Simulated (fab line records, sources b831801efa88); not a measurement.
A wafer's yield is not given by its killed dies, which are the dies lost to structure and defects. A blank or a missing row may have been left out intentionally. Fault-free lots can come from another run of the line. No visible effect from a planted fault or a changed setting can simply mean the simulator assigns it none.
A lot that was struck, set against a sound lot || flow gf180mcu || 16 steps out of a route of 602
Sound: wafers L885.2, L885.3, L885.5. Wafers L883.2, L883.3, L883.6 were the ones struck. The cause is named last.
Each step with rows lists, per side, the tool, then ch with its chambers, then its first start. Under that, the readings that differ: sound wafers || struck wafers || difference of the means || sigmas: that difference in standard deviations of wafers without a fault.
alike: a reading whose means differ by less than 2 such deviations, as well as words and numbers matching on both sides. not compared: withheld readings; readings where some wafer has no value; bounds like >300 that might hide an equal value; numbers whose values overlap and for which the record gives no deviation.
A row with sigmas, a row that says differs or no value, or rows on one side alone: a step with any of these is where the two part. Non-overlapping numbers with no deviation appear without sigmas and do not part them. A reading missing from all wafers of one side parts the sides only when that side holds two or more wafers.

first, 3 steps without rows for these wafers: GF_V2_EXPOSE_11 (exposes mask Via2, target cd 260 nm); GF_V2_PEB_12 (peb time 90 s); GF_V2_DEVELOP_13 (develop time 60 s).
GF_V2_CD_MEAS_14 targets a cd of 260 nm.
  struck on cd-sem-01, day 26 15:02; sound on cd-sem-01, day 27 04:31
  alike: cd-nm
GF_V2_OVL_MEAS_15:
  struck on overlay-02, day 26 15:08; sound on overlay-01, day 27 04:37
  alike: V2_OVL
GF_V2_ETCH_16: etches BARC in N2/H2.
  sound on rie-diel-02 ch 0,2,3, day 27 04:39; struck on rie-diel-01 ch 0,2,3, day 26 15:10
  alike: drypump-motor-current-A, oes-product-au, rf-fwd-power-W, throttle-valve-pct
GF_V2_ETCH_17: etches SiO2 in C4F8/O2/Ar, stops on TiN, target depth 630 nm.
  sound: rie-diel-02 ch 0,2,3; struck: rie-diel-01 ch 0,2,3
  alike: oes-product-au, rf-fwd-power-W
GF_V2_STRIP_18: strips in O2/N2.
  sound on plasma-asher-02 ch 0,1, day 27 04:47; struck on plasma-asher-02 ch 0,1, day 26 15:18
  alike: drypump-motor-current-A, heater-power-w, oes-product-au
  not compared: rf-hours-counter-h
then, 2 steps without rows for these wafers: GF_V2_STRIP_19 (strips in post etch residue remover, time 1200 s); GF_V2_CLEAN_20 (cleans in DIW).
GF_V2_SPUTTER_21: material Ti, target thk 15 nm, time 80.02 s.
  struck on pvd-sputter-01, day 26 15:50; sound on pvd-sputter-03, day 27 05:19
  alike: throttle-valve-pct
GF_V2_SPUTTER_22: material TiN, target thk 10 nm, time 40 s.
  struck on pvd-sputter-01, day 26 15:54; sound on pvd-sputter-03, day 27 05:23
  alike: throttle-valve-pct
GF_V2_CVD_23: deposits W, target thk 350 nm, time 104.94 s.
  sound on cvd-w-02 ch 0,1, day 27 05:25; struck on cvd-w-01 ch 0,1, day 26 15:56
  no value came back on the struck wafers for chamber-pressure-Torr (Torr), heater-power-outer-w (W), heater-power-w (W); on the sound wafers chamber-pressure-Torr (Torr) reads 39.91 39.94 39.91
GF_V2_RS_MEAS_24: the measuring method here is four-point-probe.
  struck on film-metro-04, day 26 16:09; sound on film-metro-04, day 27 05:33
{"reading": "V2_W_RS (ohm/sq)", "sound": "0.327 0.323 0.325", "struck": "43.666 44.235 44.443", "difference": "+43.790", "sigmas": "+99 or more"}
GF_V2_THK_MEAS_25: measures by xrf.
  struck on film-metro-04, day 26 16:16; sound on film-metro-04, day 27 05:40
  not compared: V2_W_THK
GF_V2_CMP_26: polishes, stops on SiO2, t overpolish 15 s, target thk 0 nm.
  sound on cmp-02 ch 1,2,3, day 27 05:49; struck on cmp-01 ch 2,3, day 26 16:19
{"reading": "time-to-endpoint-s (s)", "sound": "84 86 78", "struck": "3 3 5", "difference": -79, "sigmas": -23}
  alike: motor-current-A, slurry-flow-ml-min

== WHERE THEY PART ==
Earliest at GF_V2_CVD_23; latest, in this record, at GF_V2_CMP_26.

WHY: whatever the simulator had introduced
Step skipped in full: cvd-w-01, at GF_V2_CVD_23, from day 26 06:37 onward. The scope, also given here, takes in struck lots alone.
